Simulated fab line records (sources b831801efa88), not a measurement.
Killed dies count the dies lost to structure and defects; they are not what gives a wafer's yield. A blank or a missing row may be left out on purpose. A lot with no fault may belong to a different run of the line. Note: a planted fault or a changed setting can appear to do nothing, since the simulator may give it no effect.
Which tool was responsible? -- flow sky130 -- 42 wafers from 14 lots sampled at 3 of the route's 708 steps

== WHAT THE GAUGES READ, wafer by wafer ==
SKY_SD_N_OVL_MEAS_08.
lot,measured,on,SD_N_OVL (nm)
L784,day 28 05:40,overlay-02,1.7 1.8 2.0
L785,day 28 17:56,overlay-02,3.1 -0.5 1.3
L786,day 29 00:25,overlay-02,-0.7 1.8 1.9
L787,day 29 18:48,overlay-02,-0.2 -0.5 2.8
L790,day 30 20:05,overlay-02,0.5 -0.1 -1.1
L794,day 32 09:23,overlay-01,-0.6 1.1 1.5
L796,day 32 13:23,overlay-02,-0.7 -0.3 0.1
L797,day 33 02:29,overlay-02,1.5 0.7 0.4
L800,day 33 16:59,overlay-01,-0.1 -1.2 -0.1
L802,day 34 08:58,overlay-02,-1.5 -0.5 0.4
L805,day 35 09:55,overlay-02,1.7 2.9 -1.0
L804,day 35 13:57,overlay-02,2.0 1.8 2.0
L806,day 35 18:43,overlay-01,1.4 0.4 1.6
L807,day 35 18:59,overlay-01,2.5 3.8 2.6

SKY_LI_CONTACT_CD_MEAS_12 targets a cd of 170 nm.
lot,measured,on,cdNm (nm)
L784,day 29 11:37,cdSem-01,169.0 167.6 169.3
L785,day 29 23:27,cdSem-02,173.1 173.0 173.3
L786,day 30 06:25,cdSem-01,168.3 168.9 167.5
L787,day 31 00:22,cdSem-02,172.3 172.3 172.2
L790,day 32 01:31,cdSem-01,169.2 171.4 170.4
L794,day 33 14:02,cdSem-01,170.9 169.9 170.0
L796,day 33 18:14,cdSem-02,170.3 169.2 171.5
L797,day 34 06:43,cdSem-02,171.1 171.7 170.3
L800,day 34 21:43,cdSem-01,170.5 171.2 169.7
L802,day 35 12:30,cdSem-01,171.8 172.2 172.3
L805,day 36 14:08,cdSem-01,165.9 166.8 166.9
L804,day 36 18:11,cdSem-02,172.1 172.1 172.0
L806,day 36 22:45,cdSem-02,170.1 169.2 168.9
L807,day 36 22:58,cdSem-02,171.6 171.7 171.4

== WHICH TOOL RAN EACH LOT (tool, then ch and the chambers of the sampled wafers, then the start) ==
lot,SKY_LI_CONTACT_SOFTBAKE_08
L784,"lithoTrack-01 ch 0, day 28 21:00"
L785,"lithoTrack-03 ch 0, day 29 09:00"
L786,"lithoTrack-02 ch 0, day 29 16:00"
L787,"lithoTrack-03 ch 0, day 30 10:00"
L790,"lithoTrack-01 ch 0, day 31 10:00"
L794,"lithoTrack-03 ch 0, day 33 00:00"
L796,"lithoTrack-03 ch 0, day 33 04:00"
L797,"lithoTrack-01 ch 0, day 33 17:00"
L800,"lithoTrack-02 ch 0, day 34 08:00"
L802,"lithoTrack-02 ch 0, day 34 23:00"
L805,"lithoTrack-02 ch 0, day 36 00:00"
L804,"lithoTrack-03 ch 0, day 36 04:00"
L806,"lithoTrack-03 ch 0, day 36 09:00"
L807,"lithoTrack-02 ch 0, day 36 09:00"
- SKY_LI_CONTACT_SOFTBAKE_08: time 90 s.

== WHAT THE TOOLS THEMSELVES READ (means of the sampled wafers that have a number; where no wafer has one, the mark that the record gives instead) ==
SKY_LI_CONTACT_SOFTBAKE_08.
lot,tool,heaterPowerTotalW (W),plateTempC (C),resistLineTempC (C)
L784,lithoTrack-01,57.43,100.04,22.95
L785,lithoTrack-03,57.25,99.86,22.83
L786,lithoTrack-02,57.33,100.05,23.02
L787,lithoTrack-03,57.42,99.95,22.97
L790,lithoTrack-01,57.39,100.02,23.15
L794,lithoTrack-03,56.01,98.35,22.90
L796,lithoTrack-03,56.11,98.29,22.95
L797,lithoTrack-01,57.40,99.99,22.92
L800,lithoTrack-02,57.28,99.87,23.04
L802,lithoTrack-02,57.38,99.98,23.04
L805,lithoTrack-02,57.43,99.94,22.99
L804,lithoTrack-03,57.35,100.04,23.08
L806,lithoTrack-03,57.38,100.05,23.02
L807,lithoTrack-02,57.36,100.08,22.88

== THE ANSWER, worked out from the rows above alone ==
Rule: usual is defined by the lots themselves. Put in order of their means at a reading, lots are off if they are a third of the lots or fewer, leave a main group of 4 or more, and stand apart from it by a gap of 3 or more times the standard deviation of the main group's means; of several such gaps the widest counts. A main group whose means are all the same, to the digits that the tables above print for the reading, isn't used. Also off: a lot with no number at a reading for which 4 or more lots have one. The other lots that the step has rows for count as sound. After the gauges, taken in route order, come the tools' own readings; for these a lot's mean is taken, as printed above. At the first step where some lot is off, the reading lying furthest off is the one used; lots without a number count as furthest.
Off at SKY_LI_CONTACT_SOFTBAKE_08 (plateTempC): L794, L796. The main group: mean 99.99 C, standard deviation 0.069.
A tool fits if, at that step or a process step before it, it ran every lot that is off, and no sound lot after the first of them. Not one of the candidates tried fits.

== WHAT THE SIMULATOR HAD INSERTED ==
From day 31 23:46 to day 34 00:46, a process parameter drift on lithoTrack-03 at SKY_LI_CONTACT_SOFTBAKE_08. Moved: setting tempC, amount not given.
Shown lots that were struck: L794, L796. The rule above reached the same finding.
